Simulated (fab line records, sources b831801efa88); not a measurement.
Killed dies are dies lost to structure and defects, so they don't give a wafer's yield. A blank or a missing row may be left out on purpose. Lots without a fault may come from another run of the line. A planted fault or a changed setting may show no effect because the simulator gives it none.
fab line records | flow sky130
record lots=5 wafers=15 last_day=50
route steps=708 shown VIA2@521 METAL3@532
lots that met no fault: from a run of the same line without faults
start_h: hours from the record's first day to the start of the lot's first wafer shown | wait_h: hours since the lot's step before | " the same as in the row above | L1.1+2: a row that stands for several wafers | - no value, or no start given | * or withheld: withheld | < > ~ a bound
route shown NAME@n: a module of which the file shows steps, and the number in the route of the first | usual: mean/standard deviation of fault-free wafers | same: alike in all rows | chamber/n: place in a boat | sites: the reading at each site | _std_site: their standard deviation | _edge_site: outer sites' mean less inner sites' | radius_mm: how far each site lies from the wafer's centre | mask NAME#n: copy n | behind: the tool/chamber that last shaped the wafer | hold: why the lot was held/for how many hours/how that ended | device: the transistor (n, p or np) that didn't switch | end of line: the same wafers' tests at the end of the route | a step without rows: its recipe alone | killed: dies lost to structure and defects at the first sort, not the wafer's yield | map: a wafer's dies, x killed, . not, _ none there
set.NAME: the setting as run; set.NAME@STEP: as run at that earlier step | model.NAME: the simulator's own value behind a step, which no gauge read
lots at some steps of the route; a table a step, a row a wafer
services: from which hour (start_h, from the record's first day; less than 0 if before it) a tool's chamber was out of use, for how many hours, and why
## steps
# step SKY_VIA2_ETCH_14
# recipe chemistry=N2/H2 target=BARC ion_energy_ev=200 source_w=500 bias_w=100 pressure_mtorr=30 n2_flow_sccm=100 h2_flow_sccm=200 stop_on=SiO2 time_s=45.9 target_depth_a=600
# step SKY_VIA2_ETCH_15
# recipe target=SiO2 chemistry=C4F8/O2/Ar target_depth_nm=546 stop_on=TiN mask_material=KrF-thick source_w=1500 bias_w=1200 pressure_mtorr=40 c4f8_flow_sccm=withheld O2_flow_sccm=6 Ar_flow_sccm=300 time_s=84
# usual bias_w=1200/3.5 oes_product_au=0.939/0.0049
# columns lot.wafer tool chamber start_h wait_h bias_w oes_product_au rf_hours_counter_h
L440.1 rie_diel-02 2 886.11 0.0 1198 0.944 14
L440.4 " 3 " " 1205 0.942 2
L440.5 " 3 " " 1200 0.932 -
L447.3 rie_diel-02 1 921.59 0.0 1201 0.944 13
L447.5 " 3 " " 1194 0.937 -
L447.6 " 2 " " 1194 0.937 -
L453.2 rie_diel-01 3 960.53 0.0 1205 0.937 24
L453.4 " 0 " " 1201 0.942 20
L453.6 " 0 " " 1199 0.940 -
L459.2 rie_diel-02 1 1000.48 0.0 1205 0.937 16
L459.3 " 3 " " 1201 0.937 4
L459.4 " 0 " " 1205 0.945 21
L461.1 rie_diel-01 0 1013.28 0.0 1194 0.940 22
L461.2 " 3 " " 1202 0.943 26
L461.4 " 2 " " 1199 0.946 22
# step SKY_VIA2_STRIP_16
# recipe chemistry=O2/N2 power_w=1400 pressure_mtorr=1500 platen_temp_c=withheld o2_flow_sccm=3000 n2_flow_sccm=300 overash_fraction=0.5
# usual drypump_motor_current_A=5.5/0.44 oes_product_au=0.398/0.0045 strip_time_to_endpoint_s=4.049/0.027
# same overash_fraction=0.5
# columns lot.wafer tool chamber start_h wait_h drypump_motor_current_A oes_product_au rf_hours_counter_h strip_time_to_endpoint_s
L440.1 plasma_asher-03 0 886.17 0.0 5.2 0.398 106 4.054
L440.4 " 1 " " 6.2 0.404 - 4.085
L440.5 " 1 " " 6.2 0.402 - 4.104
L447.3 plasma_asher-02 1 921.69 0.1 5.9 0.391 - 4.084
L447.5 " 1 " " 5.9 0.404 - 4.099
L447.6 " 0 " " 5.2 0.395 - 4.054
L453.2 plasma_asher-02 0 960.59 0.0 5.2 0.396 54 4.012
L453.4 " 1 " " 5.9 0.400 - 4.063
L453.6 " 1 " " 5.8 0.400 - 4.044
L459.2 plasma_asher-04 1 1000.54 0.0 4.9 0.397 89 4.041
L459.3 " 1 " " 4.9 0.399 - 4.032
L459.4 " 0 " " 5.5 0.396 - 4.023
L461.1 plasma_asher-03 1 1013.34 0.0 6.2 0.404 118 4.055
L461.2 " 0 " " 5.3 0.401 118 4.014
L461.4 " 1 " " 6.2 0.398 - 4.031
# step SKY_VIA2_STRIP_17
# recipe chemistry=post_etch_residue_remover time_s=1200 temp_c=72.5
# step SKY_VIA2_CLEAN_18
# recipe chemistry=IPA time_s=180 temp_c=25
# step SKY_VIA2_CLEAN_19
# recipe chemistry=O3/DIW dry=n2_spin
# step SKY_VIA2_SPUTTER_20
# recipe material=TiN target_thk_nm=20 chamber_pressure_pa=5 power_w=4000 time_s=80
# usual throttle_valve_pct=30.1/1
# columns lot.wafer tool chamber start_h wait_h throttle_valve_pct
L440.1 pvd_sputter-01 - 886.84 0.1 30.6
L440.4 " - " " 28.7
L440.5 " - " " 29.7
L447.3 pvd_sputter-04 - 922.25 0.0 29.8
L447.5 " - " " 31.2
L447.6 " - " " 30.4
L453.2 pvd_sputter-01 - 961.27 0.0 29.2
L453.4 " - " " 29.7
L453.6 " - " " 29.7
L459.2 pvd_sputter-02 - 1001.13 0.0 30.5
L459.3 " - " " 29.2
L459.4 " - " " 30.4
L461.1 pvd_sputter-01 - 1013.93 0.0 30.4
L461.2 " - " " 28.9
L461.4 " - " " 29.0
# step SKY_VIA2_CVD_21
# recipe material=W target_thk_nm=420 time_s=126.4 temp_c=400 pressure_torr=40
# step SKY_VIA2_RS_MEAS_22
# recipe thk_meas_gauge=four-point-probe reads=W_of_VIA2_CVD_21+TiN_of_VIA2_SPUTTER_20
# usual VIA2_W_RS=0.273/0.0034
# columns lot.wafer tool chamber start_h wait_h VIA2_W_RS[ohm/sq]
L440.1 film_metro-01 - 887.03 0.1 0.271
L440.4 " - " " 0.271
L440.5 " - " " 0.274
L447.3 film_metro-02 - 922.48 0.1 0.280
L447.5 " - " " 0.269
L447.6 " - " " 0.276
L453.2 film_metro-04 - 961.48 0.1 0.266
L453.4 " - " " 0.274
L453.6 " - " " 0.272
L459.2 film_metro-04 - 1001.34 0.1 0.273
L459.3 " - " " 0.276
L459.4 " - " " 0.275
L461.1 film_metro-04 - 1014.12 0.1 0.279
L461.2 " - " " 0.276
L461.4 " - " " 0.280
# step SKY_VIA2_THK_MEAS_23
# recipe thk_meas_gauge=xrf reads=W_of_VIA2_CVD_21
# usual VIA2_W_THK=418/6.9
# columns lot.wafer tool chamber start_h wait_h VIA2_W_THK[nm]
L440.1 film_metro-01 - 887.15 0.1 427
L440.4 " - " " 427
L440.5 " - " " 419
L447.3 film_metro-02 - 922.58 0.1 402
L447.5 " - " " 417
L447.6 " - " " 407
L453.2 film_metro-04 - 961.59 0.1 428
L453.4 " - " " 415
L453.6 " - " " 422
L459.2 film_metro-04 - 1001.45 0.1 420
L459.3 " - " " 416
L459.4 " - " " 417
L461.1 film_metro-04 - 1014.24 0.1 410
L461.2 " - " " 411
L461.4 " - " " 408
# step SKY_VIA2_CMP_24
# recipe stop_on=SiO2 t_overpolish_s=20 down_force_psi=3.5 platen_rpm=60 target_thk_nm=0 pad_velocity_m_s=0.94248
# usual head_pressure_psi=3.500/0.0079 motor_current_A=10.7/1.1 overpolish_run_s=19.999/0.0091 time_to_endpoint_s=99/4.4
# columns lot.wafer tool chamber start_h wait_h head_pressure_psi motor_current_A overpolish_run_s time_to_endpoint_s
L440.4 cmp-02 1 887.21 0.0 3.499 10.2 20.010 97
L440.1 " 2 " " 3.509 11.3 20.000 93
L440.5 " 1 " " 3.491 10.4 20.000 95
L447.3 cmp-02 1 922.67 0.1 3.510 10.6 19.974 95
L447.6 " 0 " " 3.488 9.4 19.998 91
L447.5 " 1 " " 3.493 10.2 20.008 99
L453.4 cmp-02 1 961.64 0.0 3.514 10.1 20.008 102
L453.2 " 0 " " 3.497 9.5 20.006 102
L453.6 " 1 " " 3.512 10.3 20.006 104
L459.2 cmp-02 3 1001.50 0.0 3.495 9.5 20.001 102
L459.4 " 1 " " 3.492 10.6 19.997 100
L459.3 " 2 " " 3.502 11.3 20.020 94
L461.1 cmp-01 1 1014.30 0.1 3.501 10.9 20.004 96
L461.4 " 3 " " 3.500 12.2 19.996 99
L461.2 " 0 " " 3.500 8.9 20.001 97
# step SKY_METAL3_SPUTTER_00
# recipe material=Ti target_thk_nm=15 power_w=3000 time_s=10 chamber_pressure_pa=0.4
# usual throttle_valve_pct=30.2/1
# columns lot.wafer tool chamber start_h wait_h throttle_valve_pct
L440.1 pvd_sputter-02 - 887.51 0.2 30.2
L440.4 " - " " 29.1
L440.5 " - " " 30.1
L447.3 pvd_sputter-02 - 922.92 0.2 31.2
L447.5 " - " " 30.1
L447.6 " - " " 31.0
L453.2 pvd_sputter-02 - 961.94 0.1 29.4
L453.4 " - " " 29.8
L453.6 " - " " 29.8
L459.2 pvd_sputter-01 - 1001.80 0.2 28.9
L459.3 " - " " 29.8
L459.4 " - " " 30.4
L461.1 pvd_sputter-01 - 1014.60 0.2 29.1
L461.2 " - " " 30.7
L461.4 " - " " 29.9
# step SKY_METAL3_SPUTTER_01
# recipe material=TiN target_thk_nm=20 power_w=6500 time_s=16.7 chamber_pressure_pa=0.4
# usual throttle_valve_pct=30.2/1
# columns lot.wafer tool chamber start_h wait_h throttle_valve_pct model.TiN_of_METAL3_SPUTTER_01.thk_nm
L440.1 pvd_sputter-02 - 887.53 0.0 29.7 19.73
L440.4 " - " " 29.0 19.77
L440.5 " - " " 30.1 19.82
L447.3 pvd_sputter-02 - 922.94 0.0 31.2 20.12
L447.5 " - " " 30.3 20.1
L447.6 " - " " 31.0 20.21
L453.2 pvd_sputter-02 - 961.96 0.0 29.2 12.89
L453.4 " - " " 29.9 12.56
L453.6 " - " " 29.7 12.73
L459.2 pvd_sputter-01 - 1001.82 0.0 28.9 19.84
L459.3 " - " " 29.8 19.7
L459.4 " - " " 30.5 19.99
L461.1 pvd_sputter-01 - 1014.62 0.0 28.8 19.94
L461.2 " - " " 30.7 20.19
L461.4 " - " " 29.4 19.78
# step SKY_METAL3_SPUTTER_02
# recipe material=AlCu target_thk_nm=735 power_w=10600 time_s=39.1 chamber_pressure_pa=0.4
## services
# columns tool chamber start_h hours kind
cmp-02 - 871.81 4.7 pm
cmp-01 - 873.86 0.3 repair
cmp-02 - 880.40 4.4 repair
pvd_sputter-04 - 882.32 14.1 repair
plasma_asher-02 - 883.63 2.8 pm
rie_diel-01 1 884.89 - clean
rie_diel-01 1 884.89 38.9 scheduled_down
rie_diel-01 1 884.89 38.9 vent_cycle
pvd_sputter-02 - 890.41 2.5 repair
rie_diel-01 3 910.74 1.6 repair
cmp-01 - 913.57 4.0 pm
cmp-01 - 917.57 - consumable_replace:conditioner
cmp-01 - 917.57 - consumable_replace:pad
cmp-02 - 923.44 11.8 repair
pvd_sputter-01 - 944.64 1.7 repair
plasma_asher-04 - 952.03 2.8 pm
plasma_asher-04 - 957.08 2.3 repair
cmp-02 - 967.84 20.3 repair
rie_diel-02 3 969.25 22.4 repair
plasma_asher-04 - 979.60 3.0 repair
cmp-01 - 992.94 3.9 pm
pvd_sputter-04 - 1009.03 2.0 repair
## key
first_sign none at tools or gauges
model_effect step=SKY_METAL3_SPUTTER_01 value=TiN_of_METAL3_SPUTTER_01.thk_nm without=19.7 struck=12.72
met_at SKY_METAL3_SPUTTER_01
struck_wafers L453.2,L453.4,L453.6
rows_end L453.2,L453.4,L453.6
onset_between 922.94 961.96
also_fits SKY_VIA2_STRIP_16:plasma_asher-02,SKY_METAL3_SPUTTER_00:pvd_sputter-02
fault kind=process_parameter_drift tool=pvd_sputter-02 chamber=- onset_h=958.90 steps=SKY_METAL3_SPUTTER_01 channel=target_thk_nm offset=-6.9719 shape=step acts_in=these_recipes_only stated=20
# rows_end: these wafers met a further fault down the route, and their rows from its step on are left out
